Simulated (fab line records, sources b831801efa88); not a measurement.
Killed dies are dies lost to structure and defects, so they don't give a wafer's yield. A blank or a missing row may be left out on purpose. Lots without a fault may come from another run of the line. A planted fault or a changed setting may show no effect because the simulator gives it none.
fab line records | flow sky130
record lots=5 wafers=15 last_day=50
route steps=708 shown METAL3@563 VIA3@573 METAL4@598 CAP2M@603 PAD_OPEN@708
lots that met no fault: from a run of the same line without faults
start_h: hours from the record's first day to the start of the lot's first wafer shown | wait_h: hours since the lot's step before | " the same as in the row above | L1.1+2: a row that stands for several wafers | - no value, or no start given | * or withheld: withheld | < > ~ a bound
route shown NAME@n: a module of which the file shows steps, and the number in the route of the first | usual: mean/standard deviation of fault-free wafers | same: alike in all rows | chamber/n: place in a boat | sites: the reading at each site | _std_site: their standard deviation | _edge_site: outer sites' mean less inner sites' | radius_mm: how far each site lies from the wafer's centre | mask NAME#n: copy n | behind: the tool/chamber that last shaped the wafer | hold: why the lot was held/for how many hours/how that ended | device: the transistor (n, p or np) that didn't switch | end of line: the same wafers' tests at the end of the route | a step without rows: its recipe alone | killed: dies lost to structure and defects at the first sort, not the wafer's yield | map: a wafer's dies, x killed, . not, _ none there
set.NAME: the setting as run; set.NAME@STEP: as run at that earlier step | model.NAME: the simulator's own value behind a step, which no gauge read
lots at some steps of the route; a table a step, a row a wafer
services: from which hour (start_h, from the record's first day; less than 0 if before it) a tool's chamber was out of use, for how many hours, and why
## steps
# step SKY_METAL3_CD_MEAS_13
# recipe target_cd_nm=300
# usual cd_nm=299.9/1.4
# columns lot.wafer tool chamber start_h wait_h cd_nm
L719.1 cd_sem-01 - 893.03 - 302.0
L719.4 " - " " 301.2
L719.6 " - " " 301.7
L728.2 cd_sem-02 - 988.85 - 299.8
L728.3 " - " " 299.7
L728.6 " - " " 299.7
L731.1 cd_sem-02 - 995.71 - 300.4
L731.2 " - " " 301.9
L731.3 " - " " 300.7
L735.1 cd_sem-01 - 1013.21 - 302.1
L735.4 " - " " 302.8
L735.5 " - " " 301.4
L742.1 cd_sem-02 - 1057.18 - 301.6
L742.3 " - " " 301.2
L742.4 " - " " 302.4
# step SKY_METAL3_OVL_MEAS_14
# usual METAL3_OVL=-1/3.8
# columns lot.wafer tool chamber start_h wait_h METAL3_OVL[nm]
L719.1 overlay-01 - 893.15 0.1 -3
L719.4 " - " " -3
L719.6 " - " " 1
L728.2 overlay-02 - 988.96 0.1 1
L728.3 " - " " -10
L728.6 " - " " 2
L731.1 overlay-01 - 995.83 0.1 3
L731.2 " - " " 2
L731.3 " - " " 3
L735.1 overlay-02 - 1013.33 0.1 1
L735.4 " - " " 2
L735.5 " - " " 5
L742.1 overlay-02 - 1057.30 0.1 2
L742.3 " - " " 2
L742.4 " - " " 1
# step SKY_METAL3_DESCUM_15
# recipe chemistry=O2 source_power_w=150 bias_power_w=0 pressure_mtorr=10 temp_c=40 time_s=8
# step SKY_METAL3_ETCH_16
# recipe chemistry=N2/H2 target=BARC ion_energy_ev=200 bias_w=100 pressure_mtorr=30 n2_flow_sccm=100 h2_flow_sccm=200 icp_w=500 stop_on=SiO2 time_s=88.2 target_depth_a=600
# step SKY_METAL3_ETCH_17
# recipe target=SiO2 stop_on=TiN chemistry=C4F8/O2/Ar source_w=1500 bias_w=1200 pressure_mtorr=40 c4f8_flow_sccm=withheld O2_flow_sccm=6 Ar_flow_sccm=300 time_s=3.9 target_depth_a=150
# step SKY_METAL3_METAL_ETCH_18
# recipe target_depth_a=8450 stop_on=SiO2 over_etch_frac=0.3 time_s=183.1 chemistry=Cl2/BCl3 resist_sidewall_deg=88 pressure_mtorr=10 icp_w=900 bias_w=48.5 Cl2_flow_sccm=60 bcl3_flow_sccm=30
# step SKY_METAL3_STRIP_19
# recipe chemistry=O2/N2 power_w=1400 pressure_mtorr=1500 platen_temp_c=withheld o2_flow_sccm=3000 n2_flow_sccm=300 overash_fraction=0.5
# usual drypump_motor_current_A=5.6/0.49 oes_product_au=0.500/0.0058 strip_time_to_endpoint_s=6.48/0.091
# columns lot.wafer tool chamber start_h wait_h drypump_motor_current_A oes_product_au rf_hours_counter_h strip_time_to_endpoint_s
L719.1 plasma_asher-03 0 893.64 0.1 4.8 0.510 45 6.55
L719.4 " 1 " " 5.9 0.497 - 6.45
L719.6 " 1 " " 5.8 0.499 - 6.60
L728.2 plasma_asher-01 1 989.32 0.1 6.3 0.500 113 6.61
L728.3 " 0 " " 5.2 0.507 - 6.67
L728.6 " 0 " " 5.2 0.497 - 6.42
L731.1 plasma_asher-03 1 996.19 0.1 5.8 0.492 56 6.46
L731.2 " 0 " " 4.8 0.499 56 6.45
L731.3 " 0 " " 4.8 0.500 - 6.50
L735.1 plasma_asher-03 1 1013.69 0.1 5.8 0.501 58 6.43
L735.4 " 0 " " 4.8 0.494 - 6.34
L735.5 " 0 " " 4.8 0.503 - 6.47
L742.1 plasma_asher-02 0 1057.67 0.1 6.0 0.505 32 6.57
L742.3 " 1 " " 5.8 0.512 - 6.59
L742.4 " 0 " " 6.0 0.504 - 6.58
# step SKY_METAL3_STRIP_20
# recipe chemistry=post_etch_residue_remover time_s=1200 temp_c=72.5
# step SKY_METAL3_CLEAN_21
# recipe chemistry=IPA time_s=180 temp_c=25
# step SKY_METAL3_CLEAN_22
# recipe chemistry=O3/DIW dry=n2_spin
# step SKY_VIA3_HDPCVD_00
# recipe material=SiO2 target_thk_nm=1635 sigma_open_frac=0.3 time_s=272.5 temp_c=400 sih4_flow_sccm=60 pressure_mtorr=6
# step SKY_VIA3_THK_MEAS_01
# recipe reads=SiO2_of_VIA3_HDPCVD_00
# usual VIA3_HDPCVD_THK=1633/18
# columns lot.wafer tool chamber start_h wait_h VIA3_HDPCVD_THK[nm]
L719.1 film_metro-02 - 894.41 0.1 1668
L719.4 " - " " 1641
L719.6 " - " " 1662
L728.2 film_metro-03 - 990.65 0.2 1655
L728.3 " - " " 1628
L728.6 " - " " 1657
L731.1 film_metro-02 - 997.11 0.2 1666
L731.2 " - " " 1626
L731.3 " - " " 1662
L735.1 film_metro-02 - 1014.45 0.1 1640
L735.4 " - " " 1654
L735.5 " - " " 1629
L742.1 film_metro-02 - 1058.43 0.1 1635
L742.3 " - " " 1611
L742.4 " - " " 1644
# step SKY_VIA3_CMP_02
# recipe material=SiO2 down_force_psi=4 platen_rpm=60 pad_velocity_m_s=0.94248
# usual motor_current_A=12.4/1.2 retaining_ring_pressure_frac=0.999/0.0048 slurry_filter_dp_kPa=13.48/0.14
# columns lot.wafer tool chamber start_h wait_h motor_current_A retaining_ring_pressure_frac slurry_filter_dp_kPa model.SiO2_of_VIA3_HDPCVD_00.thk_nm
L719.4 cmp-01 1 894.57 0.1 12.2 1.002 13.51 464.7
L719.1 " 2 " " 13.4 1.008 13.55 464.9
L719.6 " 3 " " 13.3 0.996 13.62 465.1
L728.2 cmp-02 2 990.75 0.1 12.1 1.006 13.69 464.7
L728.3 " 3 " " 14.0 1.006 13.61 462.8
L728.6 " 2 " " 12.6 1.010 13.35 465.6
L731.1 cmp-01 2 997.33 0.2 13.8 0.995 13.55 884.6
L731.2 " 0 " " 12.8 0.997 13.48 870.2
L731.3 " 1 " " 12.3 1.000 13.46 884.2
L735.1 cmp-02 3 1014.56 0.1 13.5 1.002 13.41 465.1
L735.4 " 0 " " 11.5 0.999 13.37 463.9
L735.5 " 3 " " 13.4 0.996 13.45 464.6
L742.4 cmp-02 0 1058.49 0.0 11.2 0.992 13.34 464.2
L742.1 " 1 " " 10.1 0.995 13.51 464.4
L742.3 " 2 " " 12.1 1.002 13.20 465.1
# step SKY_VIA3_BOW_MEAS_03
# recipe mode=bow
# usual VIA3_BOW=78/7.4
# columns lot.wafer tool chamber start_h wait_h VIA3_BOW[um]
L719.1 film_metro-01 - 894.77 0.1 78
L719.4 " - " " 80
L719.6 " - " " 82
L728.2 film_metro-03 - 991.02 0.2 84
L728.3 " - " " 68
L728.6 " - " " 73
L731.1 film_metro-03 - 997.63 0.2 95
L731.2 " - " " 103
L731.3 " - " " 97
L735.1 film_metro-03 - 1014.81 0.2 82
L735.4 " - " " 87
L735.5 " - " " 74
L742.1 film_metro-02 - 1058.79 0.2 84
L742.3 " - " " 86
L742.4 " - " " 83
# step SKY_VIA3_DEHYDRATE_04
# recipe temp_c=200 time_s=60
# step SKY_VIA3_HMDS_05
# recipe prime_time_s=60 prime_temp_c=120
# step SKY_VIA3_COAT_06
# recipe resist=BARC temp_c=withheld time_s=withheld spin_rpm=3000 resist_thk_nm=60
# step SKY_VIA3_COAT_07
# recipe resist=KrF-thick spin_rpm=3000 resist_thk_nm=450
# step SKY_VIA3_SOFTBAKE_08
# recipe temp_c=100 time_s=90 resist=KrF-thick
# step SKY_VIA3_EXPOSE_09
# recipe mask_id=VIM3 na=0.8 source_shape=annular sigma_inner=0.55 sigma_outer=0.85 target_cd_nm=200 dose_mj=38
# step SKY_VIA3_PEB_10
# recipe peb_temp_c=withheld peb_time_s=withheld resist=KrF-thick
# step SKY_VIA3_DEVELOP_11
# recipe develop_time_s=60 resist=KrF-thick dev_temp_c=21
# step SKY_VIA3_CD_MEAS_12
# recipe target_cd_nm=200
# usual cd_nm=199.8/1.5
# columns lot.wafer tool chamber start_h wait_h cd_nm
L719.1 cd_sem-01 - 919.18 - 198.3
L719.4 " - " " 198.6
L719.6 " - " " 199.1
L728.2 cd_sem-01 - 1014.28 - 202.1
L728.3 " - " " 200.9
L728.6 " - " " 201.1
L731.1 cd_sem-02 - 1020.61 - 198.0
L731.2 " - " " 199.2
L731.3 " - " " 196.4
L735.1 cd_sem-02 - 1037.60 - 199.5
L735.4 " - " " 200.1
L735.5 " - " " 200.5
L742.1 cd_sem-01 - 1079.38 - 200.4
L742.3 " - " " 202.6
L742.4 " - " " 201.8
# step SKY_VIA3_OVL_MEAS_13
# usual VIA3_OVL=0/5.5
# columns lot.wafer tool chamber start_h wait_h VIA3_OVL[nm]
L719.1 overlay-02 - 919.30 0.1 -7
L719.4 " - " " -5
L719.6 " - " " -4
L728.2 overlay-02 - 1014.39 0.1 1
L728.3 " - " " 0
L728.6 " - " " 6
L731.1 overlay-01 - 1020.73 0.1 13
L731.2 " - " " 3
L731.3 " - " " 7
L735.1 overlay-02 - 1037.72 0.1 -10
L735.4 " - " " 4
L735.5 " - " " -4
L742.1 overlay-01 - 1079.50 0.1 3
L742.3 " - " " 6
L742.4 " - " " -8
# step SKY_VIA3_ETCH_14
# recipe chemistry=N2/H2 target=BARC ion_energy_ev=200 source_w=500 bias_w=100 pressure_mtorr=30 n2_flow_sccm=100 h2_flow_sccm=200 stop_on=SiO2 time_s=45.9 target_depth_a=600
# step SKY_VIA3_ETCH_15
# recipe target=SiO2 chemistry=C4F8/O2/Ar target_depth_nm=507 stop_on=TiN mask_material=KrF-thick source_w=1500 bias_w=1200 pressure_mtorr=40 c4f8_flow_sccm=withheld O2_flow_sccm=6 Ar_flow_sccm=300 time_s=78
# usual oes_product_au=0.947/0.0056
# columns lot.wafer tool chamber start_h wait_h oes_product_au rf_hours_counter_h model.VIA3.feature_depth_nm model.etch.depth_nm
L719.1 rie_diel-04 2 919.37 0.0 0.951 15 464.9 464.9
L719.4 " 1 " " 0.949 9 464.7 464.7
L719.6 " 2 " " 0.947 - 465.1 465.1
L728.2 rie_diel-01 2 1014.46 0.0 0.939 14 464.7 464.7
L728.3 " 3 " " 0.945 22 462.8 462.8
L728.6 " 2 " " 0.949 - 465.6 465.6
L731.1 rie_diel-01 1 1020.81 0.0 1.008 20 507.5 507.5
L731.2 " 0 " " 0.998 4 503.5 503.5
L731.3 " 2 " " 0.987 14 497.9 497.9
L735.1 rie_diel-03 0 1037.80 0.0 0.948 19 465.1 465.1
L735.4 " 3 " " 0.947 9 463.9 463.9
L735.5 " 3 " " 0.943 - 464.6 464.6
L742.1 rie_diel-04 0 1079.58 0.0 0.947 2 464.4 464.4
L742.3 " 3 " " 0.947 25 465.1 465.1
L742.4 " 1 " " 0.958 13 464.2 464.2
# step SKY_VIA3_STRIP_16
# recipe chemistry=O2/N2 power_w=1400 pressure_mtorr=1500 platen_temp_c=withheld o2_flow_sccm=3000 n2_flow_sccm=300 overash_fraction=0.5
# step SKY_VIA3_STRIP_17
# recipe chemistry=post_etch_residue_remover time_s=1200 temp_c=72.5
# step SKY_VIA3_CLEAN_18
# recipe chemistry=IPA time_s=180 temp_c=25
# step SKY_VIA3_CLEAN_19
# recipe chemistry=O3/DIW dry=n2_spin
# step SKY_VIA3_SPUTTER_20
# recipe material=TiN target_thk_nm=20 chamber_pressure_pa=5 power_w=4000 time_s=80
# usual throttle_valve_pct=30.0/1.3
# columns lot.wafer tool chamber start_h wait_h throttle_valve_pct
L719.1 pvd_sputter-04 - 920.03 0.0 28.3
L719.4 " - " " 31.4
L719.6 " - " " 31.3
L728.2 pvd_sputter-01 - 1015.11 0.0 29.8
L728.3 " - " " 28.1
L728.6 " - " " 29.9
L731.1 pvd_sputter-01 - 1021.55 0.0 29.7
L731.2 " - " " 30.4
L731.3 " - " " 30.7
L735.1 pvd_sputter-04 - 1038.48 0.0 31.5
L735.4 " - " " 28.6
L735.5 " - " " 31.3
L742.1 pvd_sputter-03 - 1080.57 0.0 28.7
L742.3 " - " " 29.9
L742.4 " - " " 31.6
# step SKY_VIA3_CVD_21
# recipe material=W target_thk_nm=390 time_s=117.31 temp_c=400 pressure_torr=40
# usual heater_power_w=811/49
# columns lot.wafer tool chamber start_h wait_h heater_power_w
L719.1 cvd_w-02 1 920.09 0.0 808
L719.4 " 0 " " 887
L719.6 " 0 " " 872
L728.2 cvd_w-01 1 1015.17 0.0 773
L728.3 " 1 " " 778
L728.6 " 1 " " 770
L731.1 cvd_w-01 1 1021.61 0.0 778
L731.2 " 0 " " 762
L731.3 " 1 " " 773
L735.1 cvd_w-02 1 1038.54 0.0 788
L735.4 " 1 " " 799
L735.5 " 1 " " 785
L742.1 cvd_w-02 1 1080.64 0.0 825
L742.3 " 0 " " 878
L742.4 " 1 " " 793
# step SKY_VIA3_RS_MEAS_22
# recipe thk_meas_gauge=four-point-probe reads=W_of_VIA3_CVD_21+TiN_of_VIA3_SPUTTER_20
# usual VIA3_W_RS=0.295/0.0036
# columns lot.wafer tool chamber start_h wait_h VIA3_W_RS[ohm/sq]
L719.1 film_metro-02 - 920.21 0.1 0.293
L719.4 " - " " 0.296
L719.6 " - " " 0.295
L728.2 film_metro-03 - 1015.36 0.1 0.294
L728.3 " - " " 0.294
L728.6 " - " " 0.291
L731.1 film_metro-01 - 1021.73 0.1 0.294
L731.2 " - " " 0.301
L731.3 " - " " 0.295
L735.1 film_metro-02 - 1038.66 0.1 0.292
L735.4 " - " " 0.295
L735.5 " - " " 0.288
L742.1 film_metro-02 - 1080.76 0.1 0.299
L742.3 " - " " 0.298
L742.4 " - " " 0.300
# step SKY_VIA3_THK_MEAS_23
# recipe thk_meas_gauge=xrf reads=W_of_VIA3_CVD_21
# usual VIA3_W_THK=393/5.8
# columns lot.wafer tool chamber start_h wait_h VIA3_W_THK[nm]
L719.1 film_metro-02 - 920.33 0.1 402
L719.4 " - " " 398
L719.6 " - " " 400
L728.2 film_metro-03 - 1015.47 0.1 400
L728.3 " - " " 400
L728.6 " - " " 403
L731.1 film_metro-01 - 1021.85 0.1 389
L731.2 " - " " 378
L731.3 " - " " 388
L735.1 film_metro-02 - 1038.78 0.1 398
L735.4 " - " " 393
L735.5 " - " " 406
L742.1 film_metro-02 - 1080.88 0.1 391
L742.3 " - " " 392
L742.4 " - " " 390
# step SKY_VIA3_CMP_24
# recipe stop_on=SiO2 t_overpolish_s=20 down_force_psi=3.5 platen_rpm=60 target_thk_nm=0 pad_velocity_m_s=0.94248
# step SKY_METAL4_SPUTTER_00
# recipe material=Ti target_thk_nm=15 power_w=3000 time_s=10 chamber_pressure_pa=0.4
# step SKY_METAL4_SPUTTER_01
# recipe material=TiN target_thk_nm=20 power_w=6500 time_s=16.7 chamber_pressure_pa=0.4
# step SKY_METAL4_SPUTTER_02
# recipe material=AlCu target_thk_nm=735 power_w=10600 time_s=39.1 chamber_pressure_pa=0.4
# step SKY_METAL4_SPUTTER_03
# recipe material=Ti target_thk_nm=5 power_w=3000 time_s=3.3 chamber_pressure_pa=0.4
# usual throttle_valve_pct=30.0/1.1
# columns lot.wafer tool chamber start_h wait_h throttle_valve_pct
L719.1 pvd_sputter-01 - 920.78 0.0 30.6
L719.4 " - " " 30.7
L719.6 " - " " 30.7
L728.2 pvd_sputter-02 - 1015.91 0.0 31.2
L728.3 " - " " 30.8
L728.6 " - " " 30.3
L731.1 pvd_sputter-03 - 1022.30 0.0 30.1
L731.2 " - " " 30.9
L731.3 " - " " 28.7
L735.1 pvd_sputter-01 - 1039.23 0.0 28.3
L735.4 " - " " 30.1
L735.5 " - " " 29.7
L742.1 pvd_sputter-02 - 1081.32 0.0 30.9
L742.3 " - " " 28.5
L742.4 " - " " 29.9
# step SKY_METAL4_SPUTTER_04
# recipe material=TiN target_thk_nm=70 power_w=6500 time_s=58.3 chamber_pressure_pa=0.4
# step SKY_CAP2M_CVD_00
# recipe material=SiO2 target_thk_nm=15.5 temp_c=400 time_s=withheld rf_w=450
# usual heater_power_w=777/150
# columns lot.wafer tool chamber start_h wait_h heater_power_w
L719.1 pecvd-03 1 920.84 0.0 797
L719.4 " 2 " " 796
L719.6 " 0 " " 591
L728.2 pecvd-01 1 1015.97 0.0 731
L728.3 " 0 " " 1009
L728.6 " 2 " " 795
L731.1 pecvd-04 0 1022.37 0.0 904
L731.2 " 2 " " 561
L731.3 " 1 " " 716
L735.1 pecvd-01 0 1039.30 0.0 1117
L735.4 " 0 " " 1147
L735.5 " 0 " " 1143
L742.1 pecvd-03 0 1081.39 0.0 646
L742.3 " 1 " " 774
L742.4 " 1 " " 785
# step SKY_CAP2M_THK_MEAS_01
# recipe reads=SiO2_of_CAP2M_CVD_00
# usual CAP2M_CVD_00_THK=15.49/0.24
# columns lot.wafer tool chamber start_h wait_h CAP2M_CVD_00_THK[nm]
L719.1 film_metro-01 - 920.87 - 15.43
L719.4 " - " " 15.31
L719.6 " - " " 15.31
L728.2 film_metro-04 - 1016.01 - 15.86
L728.3 " - " " 15.33
L728.6 " - " " 15.89
L731.1 film_metro-04 - 1022.39 - 15.58
L731.2 " - " " 15.74
L731.3 " - " " 15.59
L735.1 film_metro-04 - 1039.42 - 15.32
L735.4 " - " " 15.08
L735.5 " - " " 15.62
L742.1 film_metro-01 - 1081.41 - 15.50
L742.3 " - " " 15.19
L742.4 " - " " 15.50
# step SKY_METAL4_METAL_ETCH_18
# recipe target_depth_a=8450 stop_on=SiO2 over_etch_frac=0.3 time_s=183.1 chemistry=Cl2/BCl3 resist_sidewall_deg=88 pressure_mtorr=10 icp_w=900 bias_w=48.5 Cl2_flow_sccm=60 bcl3_flow_sccm=30
# usual drypump_motor_current_A=5.9/0.45 mfc_cl2_sccm=60.02/0.19 oes_product_au=0.869/0.0056 throttle_valve_pct=22.265/0.0087
# columns lot.wafer tool chamber start_h wait_h drypump_motor_current_A mfc_cl2_sccm oes_product_au rf_hours_counter_h throttle_valve_pct model.SiO2_of_VIA3_HDPCVD_00.thk_nm
L719.1 rie_metal-02 0 970.88 0.0 5.6 59.86 0.868 11 22.255 434.8
L719.4 " 1 " " 6.3 60.40 0.875 - 22.282 435.6
L719.6 " 0 " " 5.6 59.98 0.870 - 22.266 434.8
L728.2 rie_metal-01 0 1060.85 0.1 5.9 60.20 0.871 - 22.260 434.6
L728.3 " 0 " " 5.9 60.13 0.873 - 22.260 432.4
L728.6 " 0 " " 5.9 59.88 0.876 - 22.252 435.4
L731.1 rie_metal-02 0 1067.07 0.0 5.6 60.18 0.860 16 22.277 853.8
L731.2 " 1 " " 6.3 59.98 0.878 12 22.269 840.5
L731.3 " 1 " " 6.3 60.22 0.863 - 22.267 854.6
L735.1 rie_metal-02 0 1083.29 0.0 5.6 60.23 0.865 18 22.269 434.9
L735.4 " 1 " " 6.3 60.03 0.878 - 22.262 434.6
L735.5 " 0 " " 5.6 59.88 0.871 - 22.256 434.3
L742.1 rie_metal-03 1 1122.64 0.0 5.1 60.35 0.877 15 22.259 434.8
L742.3 " 1 " " 5.1 59.90 0.873 - 22.284 435.3
L742.4 " 0 " " 6.6 59.82 0.874 - 22.280 433.8
# step SKY_PAD_OPEN_PROBE_99
# usual defect_limited_yield=82.3/2 killed_at_M0_to_M3=44/7.5 killed_at_M4_up=2.9/1.8 killed_at_contacts=24/5.1 killed_at_front_end=16/4.7 killed_at_other=0.3/0.46 killed_dies=87/9.9 killed_on_rim=17/4.5 killed_open=47/8 killed_short=39/6.3
# same gross_dies=492 killed_at_back_side=0
# columns lot.wafer tool chamber start_h wait_h defect_limited_yield[%] killed_at_M0_to_M3 killed_at_M4_up killed_at_contacts killed_at_front_end killed_at_other killed_dies killed_on_rim killed_open killed_short model.etest.tester.sort_n_pass model.etest.tester.sort_yield_pct model.etest.tester.sort_bin_5_pct model.etest.tester.sort_bin_3_pct model.etest.met4_comb.leak_log10_a_um model.etest.li_comb.under_floor model.etest.diode_ndiff_pwell.under_floor model.etest.diode_pdiff_fingers.under_floor
L719.1 prober-01 - 1068.25 0.1 81.9 36 3 29 21 0 89 16 46 43 403 81.91 12.2 0.4065 -12.04 0 0 0
L719.4 prober-01 - 1068.40 0.2 84.1 40 3 19 16 0 78 17 48 30 414 84.15 7.114 1.22 -12.01 0 0 0
L719.6 prober-01 - 1068.50 0.2 80.1 51 1 24 22 0 98 17 56 42 394 80.08 11.38 1.829 -11.95 0 0 0
L728.2 prober-01 - 1147.57 0.1 81.7 45 2 25 18 0 90 15 48 42 402 81.71 10.57 0.6098 -11.97 0 0 0
L728.3 prober-01 - 1147.62 0.2 83.7 33 3 28 16 0 80 14 36 44 412 83.74 8.943 0 -12.02 0 0 0
L728.6 prober-01 - 1147.77 0.2 83.7 44 2 18 16 0 80 17 41 39 412 83.74 8.943 1.016 -11.95 0 0 0
L731.1 prober-01 - 1153.32 0.1 80.3 53 3 19 22 0 97 19 51 46 0 0 90.94 2.15 -10.52 1 1 1
L731.2 prober-01 - 1153.37 0.1 81.7 41 3 28 18 0 90 17 51 39 0 0 86.1 7.597 -9.464 1 1 1
L731.3 prober-01 - 1153.42 0.2 86.4 31 3 19 14 0 67 7 35 28 0 0 92.36 1.948 -10.92 1 1 1
L735.1 prober-01 - 1167.20 0.1 81.9 40 3 25 21 0 89 21 40 48 403 81.91 11.79 0.813 -12.08 0 0 0
L735.4 prober-01 - 1167.35 0.2 83.7 33 5 25 16 1 80 21 41 39 412 83.74 9.553 0.813 -12 0 0 0
L735.5 prober-01 - 1167.40 0.2 81.9 48 2 20 19 0 89 11 49 39 403 81.91 10.16 1.22 -12.04 0 0 0
L742.1 prober-02 - 1198.20 0.1 79.1 56 1 22 24 0 103 25 61 42 389 79.06 13.21 0 -12.07 0 0 0
L742.3 prober-02 - 1198.30 0.2 81.9 34 2 28 25 0 89 18 49 39 403 81.91 11.18 0.2033 -12.09 0 0 0
L742.4 prober-02 - 1198.35 0.2 80.9 42 6 27 18 1 94 18 43 50 398 80.89 9.959 0.4065 -12.06 0 0 0
# killed by level:class
L719.1 CONTACT:geometric_particle:open=13 VIA1:geometric_particle:open=8 CONTACT:geometric_particle:short=7 FIELD_ISO:geometric_particle:open=5 METAL1:geometric_particle:short=5 FIELD_ISO:geometric_particle:short=4 POLY_GATE:geometric_particle:open=4 METAL2:geometric_particle:short=4
L719.4 CONTACT:geometric_particle:open=9 VIA1:geometric_particle:open=9 VIA2:geometric_particle:open=6 VIA1:geometric_particle:short=6 VIA3:geometric_particle:open=6 FIELD_ISO:geometric_particle:open=5 FIELD_ISO:geometric_particle:short=4 POLY_GATE:geometric_particle:open=4
L719.6 VIA1:geometric_particle:open=13 VIA3:geometric_particle:short=9 LI_CONTACT:geometric_particle:open=7 CONTACT:geometric_particle:open=7 VIA1:geometric_particle:short=6 FIELD_ISO:geometric_particle:open=5 SPACER:geometric_particle:open=5 VIA2:geometric_particle:open=5
L728.2 CONTACT:geometric_particle:open=11 VIA1:geometric_particle:open=9 VIA2:geometric_particle:open=8 VIA3:geometric_particle:open=7 POLY_GATE:geometric_particle:short=6 METAL1:geometric_particle:short=6 VIA1:geometric_particle:short=6 LI_CONTACT:geometric_particle:open=5
L728.3 CONTACT:geometric_particle:short=10 CONTACT:geometric_particle:open=8 METAL2:geometric_particle:short=6 VIA2:geometric_particle:open=6 VIA1:geometric_particle:open=5 FIELD_ISO:geometric_particle:open=4 POLY_GATE:geometric_particle:short=4 LI_CONTACT:geometric_particle:short=4
L728.6 VIA1:geometric_particle:short=8 VIA2:geometric_particle:open=6 VIA1:geometric_particle:open=6 FIELD_ISO:geometric_particle:open=5 LI_CONTACT:geometric_particle:open=5 LOCAL_INTERCONNECT:geometric_particle:short=5 CONTACT:geometric_particle:open=5 METAL2:geometric_particle:short=5
L731.1 VIA1:geometric_particle:open=12 FIELD_ISO:geometric_particle:short=10 CONTACT:geometric_particle:open=8 VIA3:geometric_particle:open=7 VIA3:geometric_particle:short=7 VIA2:geometric_particle:open=6 METAL2:geometric_particle:short=5 FIELD_ISO:geometric_particle:open=4
L731.2 VIA1:geometric_particle:open=12 CONTACT:geometric_particle:open=8 POLY_GATE:geometric_particle:short=7 METAL1:geometric_particle:short=7 LI_CONTACT:geometric_particle:open=6 VIA2:geometric_particle:open=6 POLY_GATE:geometric_particle:open=5 CONTACT:geometric_particle:short=5
L731.3 VIA2:geometric_particle:open=10 CONTACT:geometric_particle:short=6 VIA3:geometric_particle:open=6 CONTACT:geometric_particle:open=5 LI_CONTACT:geometric_particle:open=4 LOCAL_INTERCONNECT:geometric_particle:short=4 VIA1:geometric_particle:open=4 POLY_GATE:geometric_particle:short=3
L735.1 VIA1:geometric_particle:open=10 CONTACT:geometric_particle:open=8 POLY_GATE:geometric_particle:short=7 CONTACT:geometric_particle:short=7 FIELD_ISO:geometric_particle:short=5 VIA2:geometric_particle:open=5 VIA1:geometric_particle:short=5 FIELD_ISO:geometric_particle:open=4
L735.4 CONTACT:geometric_particle:open=9 VIA1:geometric_particle:open=8 FIELD_ISO:geometric_particle:open=7 LI_CONTACT:geometric_particle:open=5 CONTACT:geometric_particle:short=5 VIA3:geometric_particle:open=5 METAL4:geometric_particle:short=5 FIELD_ISO:geometric_particle:short=4
L735.5 VIA1:geometric_particle:open=11 VIA2:geometric_particle:open=9 LI_CONTACT:geometric_particle:open=6 CONTACT:geometric_particle:open=6 METAL3:geometric_particle:short=6 POLY_GATE:geometric_particle:open=5 CONTACT:geometric_particle:short=5 METAL2:geometric_particle:short=4
L742.1 CONTACT:geometric_particle:open=14 VIA1:geometric_particle:open=11 VIA2:geometric_particle:open=10 VIA3:geometric_particle:open=9 POLY_GATE:geometric_particle:short=7 FIELD_ISO:geometric_particle:short=6 VIA2:geometric_particle:short=6 POLY_GATE:geometric_particle:open=5
L742.3 CONTACT:geometric_particle:open=10 FIELD_ISO:geometric_particle:open=8 VIA1:geometric_particle:open=7 VIA3:geometric_particle:open=7 FIELD_ISO:geometric_particle:short=6 METAL1:geometric_particle:short=6 LI_CONTACT:geometric_particle:open=5 VIA2:geometric_particle:open=5
L742.4 VIA1:geometric_particle:open=9 FIELD_ISO:geometric_particle:short=7 LI_CONTACT:geometric_particle:open=7 CONTACT:geometric_particle:short=7 VIA3:geometric_particle:open=6 METAL4:geometric_particle:short=6 CONTACT:geometric_particle:open=5 VIA1:geometric_particle:short=5
## services
# columns tool chamber start_h hours kind
cvd_w-01 1 881.65 16.4 repair
pvd_sputter-02 - 883.96 8.4 repair
pvd_sputter-03 - 889.65 2.6 repair
cvd_w-02 - 904.00 14.0 pm
rie_metal-02 - 911.11 2.8 pm
cmp-01 - 912.15 4.0 pm
pvd_sputter-03 - 919.19 7.1 repair
pecvd-03 - 923.83 0.5 repair
rie_diel-04 3 926.03 1.3 repair
cmp-02 - 937.50 2.1 repair
rie_diel-04 - 939.02 0.7 repair
pvd_sputter-03 - 941.96 1.0 repair
pvd_sputter-03 - 945.83 4.2 repair
cvd_w-01 1 962.51 17.1 repair
rie_metal-02 1 962.79 3.4 repair
pvd_sputter-01 - 972.55 41.2 repair
rie_diel-04 3 972.65 1.2 repair
pecvd-01 - 973.58 1.4 repair
cmp-02 - 992.92 11.0 repair
cmp-02 - 1035.19 0.7 repair
cmp-02 - 1064.55 3.8 repair
cmp-02 - 1084.35 4.0 pm
cmp-02 - 1104.86 0.5 repair
rie_metal-02 - 1107.00 0.5 repair
## key
first_sign step=SKY_VIA3_BOW_MEAS_03 reading=VIA3_BOW direction=up sigmas=2.8 usual=78 struck=98
effect step=SKY_VIA3_ETCH_15 reading=oes_product_au direction=up sigmas=9.2 usual=0.947 struck=0.998
model_effect step=SKY_VIA3_CMP_02 value=SiO2_of_VIA3_HDPCVD_00.thk_nm without=464.2 struck=879.7
model_effect step=SKY_VIA3_ETCH_15 value=VIA3.feature_depth_nm without=464.2 struck=503
model_effect step=SKY_METAL4_METAL_ETCH_18 value=SiO2_of_VIA3_HDPCVD_00.thk_nm without=434.2 struck=849.6
model_effect step=SKY_PAD_OPEN_PROBE_99 value=etest.tester.sort_n_pass without=407.3 struck=0
met_at SKY_VIA3_CMP_02
struck_wafers L731.1,L731.2,L731.3
fault kind=process_parameter_drift tool=cmp-01 chamber=- onset_h=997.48 steps=SKY_VIA3_CMP_02 channel=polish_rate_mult offset=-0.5 shape=step end_h=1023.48
